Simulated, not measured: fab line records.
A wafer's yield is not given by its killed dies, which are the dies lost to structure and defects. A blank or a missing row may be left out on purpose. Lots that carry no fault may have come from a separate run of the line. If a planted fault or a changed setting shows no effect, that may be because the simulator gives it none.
8D (eight disciplines) problem report, filled in by code :: flow gf180mcu :: the parts of the form that need people (team, actions taken, sign-off) are left out

1. WHAT IS WRONG
Wafers free of any fault read 488.2 ohm/sq (standard deviation 1.4) for NWELL_RS at GF_VT_IMPLANT_RS_MEAS_47, against a mean of 500.2 ohm/sq on 9 wafers of 3 lots. That is +8.6 standard deviations from the usual mean.
The step: measures by four-point-probe.
First seen on wafer L477.3, day 10 03:22, on film metro-01. At this step, 39 wafers from 13 lots have a number in the record. By rule, "out" or "out of limits" means more than 4 standard deviations away from the usual mean. The other wafers with a number count as sound.

2. WHAT IT IS, WHAT IT ISN'T
question: which readings at this step
is: NWELL_RS
is not: -

question: which lots
is: L477, L478, L479
is not: L468, L469, L471, L472, L473, L474, L476, L488, L489, L490

question: which wafers of those lots
is: all that have a number
is not: -

question: read on which gauges
is: film metro-01, film metro-03, film metro-04
is not: -

question: when
is: from day 10 03:22
is not: up to then (21 sound wafers); but 9 sound wafers of L488, L489, L490 came after

3. WHAT RULES OUT EACH SUSPECT
Counting: a tool at any process step up to the reading remains a suspect when it ran all the lots that are out and ran no sound lot after the first of those.
- ruled out: the gauge at GF_VT_IMPLANT_RS_MEAS_47. Those wafers that are out were read across 3 gauges (film metro-01, film metro-03, film metro-04).
- implanter-03 at GF_NWELL_IMPLANT_08: kept. It processed each lot that is out, first L477 at day 5 09:35, and no sound lot thereafter; up to then, the last sound lot it processed was L474 at day 4 15:31. Out on those wafers are its own readings of beam energy keV.
The count leaves implanter-03 at GF_NWELL_IMPLANT_08.

4. THE CAUSE (what the simulator had put in)
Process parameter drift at GF_NWELL_IMPLANT_08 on implanter-03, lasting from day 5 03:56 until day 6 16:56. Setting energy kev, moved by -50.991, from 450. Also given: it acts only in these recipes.
After counting, this tool was the only one left.

5. SEQUENCE OF EFFECTS, ordered by route
One row per reading whose mean, taken over the struck wafers that have a number, lies over 3 standard deviations from the usual. Only readings whose record carries a usual standard deviation are examined. hours: median over the lots of the time between each lot's start at the first step of this table that gives one and its start at this step. sigmas: the change, counted in usual standard deviations.
hours: 0
step: GF_NWELL_IMPLANT_08
reading: beam energy keV
usual: 449.97
on struck wafers: 399.02
change: -50.95
sigmas: -99 or more

hours: 114
step: GF_VT_IMPLANT_RS_MEAS_47
reading: NWELL_RS
usual: 488.2 ohm/sq
on struck wafers: 500.2
change: +12.0
sigmas: +8.6
The process steps in it:
- GF_NWELL_IMPLANT_08

6. HOW IT WOULD HAVE BEEN CAUGHT EARLIER
119 hours passed between the start of the fault at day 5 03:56 and the first reading out of limits at a measuring or inspecting step in this record, taken at day 10 03:22.
Tool's own readings at GF_NWELL_IMPLANT_08, beam energy keV: out on all struck wafers the step has rows for; an alarm limit on them would have tripped on the first.
Lots out: 3; all had begun GF_NWELL_IMPLANT_08 on implanter-03 by day 10 03:22. None of them would have been spared by holding the tool at that moment.
